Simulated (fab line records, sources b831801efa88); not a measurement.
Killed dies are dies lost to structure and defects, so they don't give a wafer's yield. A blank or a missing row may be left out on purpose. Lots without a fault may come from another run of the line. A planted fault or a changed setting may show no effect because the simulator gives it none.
A struck lot beside a sound one | flow sky130 | 15 steps out of a route of 708
Sound: wafers L304.1, L304.2, L304.3. Struck: wafers L314.1, L314.3, L314.5. The cause comes at the end.
At each step with rows: each side's tool, then ch and its chambers, then its first start. Under that, the readings that differ: sound wafers | struck wafers | difference of the means | sigmas: that difference in standard deviations of wafers without a fault.
alike: readings whose means differ by less than 2 such deviations, and words and numbers that are the same on both sides. not compared: withheld readings, readings that some wafer has no value for, bounds like >300 that may hide the same value, and numbers for which the record gives no deviation and whose values overlap.
The two part at a step that has a row with sigmas, a row that says differs or no value, or rows on one side only. Numbers that don't overlap but have no deviation are shown without sigmas and don't part them. A reading that every wafer of one side lacks parts them only if that side has two wafers or more.

first, 7 steps without rows for these wafers: SKY_PAD_OPEN_DEHYDRATE_00 (time 60 s); SKY_PAD_OPEN_HMDS_01 (prime time 60 s); SKY_PAD_OPEN_COAT_02 (resist thk 3000 nm); SKY_PAD_OPEN_SOFTBAKE_03; SKY_PAD_OPEN_EXPOSE_04 (exposes mask PDM, target cd 60000 nm); SKY_PAD_OPEN_PEB_05; SKY_PAD_OPEN_DEVELOP_06 (develop time 60 s).
SKY_PAD_OPEN_ETCH_07: etches the open film in CF4/O2, stops on AlCu, target depth 725 nm, time 161.1 s.
  sound on rie_diel-02 ch 0,2,3, day 47 09:39; struck on rie_diel-01 ch 0,1,2, day 49 11:59
  alike: cf4_flow_sccm, drypump_motor_current_A, oes_product_au, throttle_valve_pct
  not compared: rf_hours_counter_h
SKY_PAD_OPEN_STRIP_08: strips in O2/N2.
  sound on plasma_asher-03 ch 0,1, day 47 09:46; struck on plasma_asher-01 ch 0,1, day 49 12:06
  alike: drypump_motor_current_A, oes_product_au
  not compared: rf_hours_counter_h
then, 3 steps without rows for these wafers: SKY_PAD_OPEN_STRIP_09 (strips in post etch residue remover, time 1200 s); SKY_PAD_OPEN_CLEAN_10 (cleans in IPA, time 180 s); SKY_PAD_OPEN_CLEAN_11 (cleans in O3/DIW).
SKY_PAD_OPEN_ANNEAL_12:
  sound on furnace-02 ch 0, day 47 10:21; struck on furnace-02 ch 0, day 49 12:41
  reading                   | sound             | struck            | difference | sigmas
  spike_tc_bottom_C (C)     | 424.0 425.2 424.5 | 400.6 398.6 399.7 | -24.9      | -25
  spike_tc_centre_C (C)     | 401.8 400.8 399.8 | 372.7 375.3 373.0 | -27.1      | -28
  spike_tc_lower_C (C)      | 400.0 399.0 399.9 | 373.9 369.5 371.2 | -28.1      | -15
  spike_tc_top_C (C)        | 428.0 426.9 427.3 | 400.9 403.2 400.7 | -25.8      | -22
  spike_tc_upper_C (C)      | 403.1 398.9 401.7 | 373.7 373.9 375.1 | -27.0      | -25
  zone_power_bottom_pct (%) | 5.87 5.83 5.83    | 5.29 5.31 5.31    | -0.54      | -4
  zone_power_centre_pct (%) | 4.56 4.47 4.54    | 4.21 4.22 4.23    | -0.30      | -7
  alike: zone_power_top_pct
SKY_PAD_OPEN_BOW_MEAS_13:
  sound on film_metro-02, day 47 11:51; struck on film_metro-04, day 49 14:11
  alike: PAD_OPEN_BOW
then, 1 step without rows for these wafers: SKY_PAD_OPEN_PROBE_99.

WHERE THEY PART
Only at SKY_PAD_OPEN_ANNEAL_12, within this record. Later steps at which nothing parts them and some readings are alike: SKY_PAD_OPEN_BOW_MEAS_13.

WHY: what the simulator had put in
Process parameter drift: furnace-02, from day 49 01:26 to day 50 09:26, at SKY_PAD_OPEN_ANNEAL_12. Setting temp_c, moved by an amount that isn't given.
